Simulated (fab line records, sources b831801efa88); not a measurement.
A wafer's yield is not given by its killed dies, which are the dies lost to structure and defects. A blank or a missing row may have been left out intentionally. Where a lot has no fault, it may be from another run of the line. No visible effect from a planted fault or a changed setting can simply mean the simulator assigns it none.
Which tool is to blame? -- flow sky130 -- 33 wafers from 11 lots sampled at 2 of the route's 708 steps

== WHAT EACH GAUGE READ, for each wafer ==
SKY_SPACER_THK_MEAS_01.
lot,measured,on,SPACER_CVD_00_THK (nm)
L263,day 22 15:49,film metro-03,43.7 43.2 43.5
L265,day 24 04:51,film metro-03,42.5 43.0 43.1
L266,day 24 07:59,film metro-02,43.5 43.5 43.4
L269,day 25 07:24,film metro-04,43.3 43.3 43.4
L271,day 25 18:56,film metro-02,34.5 34.5 34.6 34.5 34.5 34.7
L272,day 26 02:59,film metro-03,35.2 35.2 35.5 35.1 35.2 35.6
L281,day 29 23:57,film metro-04,43.7 43.6 43.4
L282,day 29 23:56,film metro-03,42.7 42.7 42.3
L283,day 30 02:25,film metro-02,43.1 43.0 42.9
L285,day 30 12:08,film metro-04,43.6 44.0 43.4
L286,day 30 23:29,film metro-04,43.1 43.2 43.6

== TOOL THAT RAN EACH LOT (tool first, then ch and the chambers of the sampled wafers, then the start) ==
lot,SKY_SPACER_CVD_00
L263,"lpcvd-02 ch 1, day 22 14:37"
L265,"lpcvd-02 ch 1, day 24 03:37"
L266,"lpcvd-02 ch 0, day 24 06:10"
L269,"lpcvd-02 ch 1, day 25 05:35"
L271,"lpcvd-02 ch 0, day 25 17:07"
L272,"lpcvd-02 ch 0, day 26 01:46"
L281,"lpcvd-02 ch 1, day 29 22:44"
L282,"lpcvd-02 ch 1, day 29 22:44"
L283,"lpcvd-02 ch 1, day 30 01:11"
L285,"lpcvd-02 ch 1, day 30 10:55"
L286,"lpcvd-02 ch 1, day 30 21:40"
- SKY_SPACER_CVD_00: deposits Si3N4 from DCS/NH3, target thk 43.1 nm, time 740 s.

== THE ANSWER, worked out from the rows above alone ==
Rule: what is usual is taken from the lots themselves. Put in order of their means at a reading, lots are off if they are a third of the lots or fewer, leave a main group of 4 or more, and stand apart from it by a gap of 3 or more times the standard deviation of the main group's means; of several such gaps the widest counts. Not used: any main group whose means are identical at the precision the tables above print for the reading. A lot without any number at a reading at which 4 lots or more have one is off too. Any other lot the step has rows for is counted as sound.
Off: L271, L272, seen at SKY_SPACER_THK_MEAS_01 (SPACER_CVD_00_THK). For the main group the mean is 43.2 nm and the standard deviation 0.34.
A tool fits if, at a process step before that reading, it ran every lot that is off, and no sound lot after the first of them. Gauges at SKY_SPACER_THK_MEAS_01: tried the same way as those tools. No candidate that was tried fits.

== WHAT HAD BEEN PUT IN BY THE SIMULATOR ==
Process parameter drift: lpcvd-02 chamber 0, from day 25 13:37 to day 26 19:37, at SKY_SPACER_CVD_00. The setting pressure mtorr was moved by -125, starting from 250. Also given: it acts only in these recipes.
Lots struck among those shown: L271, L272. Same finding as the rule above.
